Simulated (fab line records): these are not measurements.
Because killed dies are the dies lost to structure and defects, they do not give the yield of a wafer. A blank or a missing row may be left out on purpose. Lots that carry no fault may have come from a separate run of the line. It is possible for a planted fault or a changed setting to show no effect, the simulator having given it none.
2 desks looking at one fault | flow sky130 | every desk sees just its own numbers, and what lay behind them comes last

AT THE METROLOGY DESK
What the gauges read, lot by lot, whatever tool the lot ran on: means of the sampled wafers that have a number. Any lot whose mean is over 4 standard deviations away from the usual mean is out of limits and marked OUT; that distance is given in the brackets.
Columns: A = VIA2_OVL at SKY_VIA2_OVL_MEAS_13, usual 2 nm; B = VIA2_W_RS at SKY_VIA2_RS_MEAS_22, usual 0.2725 ohm/sq; C = VIA2_W_THK at SKY_VIA2_THK_MEAS_23, usual 408 nm; D = CAPM_TIN_THK at SKY_CAPM_THK_MEAS_04, usual 199.8 nm
lot  | first seen here | A  | B                | C              | D
L899 | day 36 22:33    | -2 | 0.2743           | 406            | 202.9
L900 | day 37 15:23    | 2  | 0.2719           | 410            | 197.2
L905 | day 38 17:49    | 5  | 0.2713           | 399            | 202.6
L907 | day 39 14:37    | 0  | 0.3611 (+31) OUT | 353 (-5.5) OUT | 200.4
L906 | day 39 16:00    | 0  | 0.3208 (+17) OUT | 365 (-4.3) OUT | 200.3
L908 | day 39 21:33    | 5  | 0.3208 (+17) OUT | 368 (-4.0) OUT | 198.9
L910 | day 40 22:41    | 1  | 0.3132 (+14) OUT | 372            | 201.8
L911 | day 41 00:15    | -1 | 0.2733           | 415            | 202.2
L914 | day 41 16:10    | 3  | 0.2733           | 398            | 199.5
L917 | day 42 09:06    | 8  | 0.2761           | 393            | 196.5
L919 | day 43 02:36    | 3  | 0.2774           | 389            | 201.5
L921 | day 43 10:29    | 12 | 0.2717           | 406            | 197.5
Finding of this desk: L906, L907, L908, L910 out of limits, first seen on L907 at day 39 15:40 (VIA2_W_RS at SKY_VIA2_RS_MEAS_22). L899, L900, L905, L911, L914, L917, L919, L921 stayed within limits.

TOOL OWNER'S DESK, cvd w-02
The tool's own readings at SKY_VIA2_CVD_21 (deposits W, target thk 420 nm, time 126.4 s): means of the sampled wafers that have a number, for each lot that ran on this tool. Any lot whose mean is over 4 standard deviations away from the usual mean is out of limits and marked OUT; that distance is given in the brackets.
Columns: A = heater power w at SKY_VIA2_CVD_21, usual 873 W
lot  | first seen here | A
L899 | day 36 23:22    | 910
L900 | day 37 16:11    | 909
L907 | day 39 15:32    | 876
L906 | day 39 16:53    | 851
L908 | day 39 22:23    | 854
L910 | day 40 23:30    | 861
This desk found nothing out of limits on any of the 6 lots.

PUT TOGETHER
L906, L907, L908, L910 would have let the metrology desk raise an alarm at day 39 15:40.
The tool owner's desk saw nothing out of limits.
On record at the tool owner's desk: L906, L907, L908, L910, within its limits.
The lots listed all ran SKY_VIA2_CVD_21 on cvd w-02.

WHAT HAD BEEN PUT IN BY THE SIMULATOR
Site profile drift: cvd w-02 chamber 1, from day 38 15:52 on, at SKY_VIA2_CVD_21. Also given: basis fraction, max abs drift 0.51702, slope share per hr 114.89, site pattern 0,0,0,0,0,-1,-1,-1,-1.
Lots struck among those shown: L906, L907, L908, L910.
Time in hours between the start of the fault and the first out-of-limits reading at each desk: metrology desk, 24.
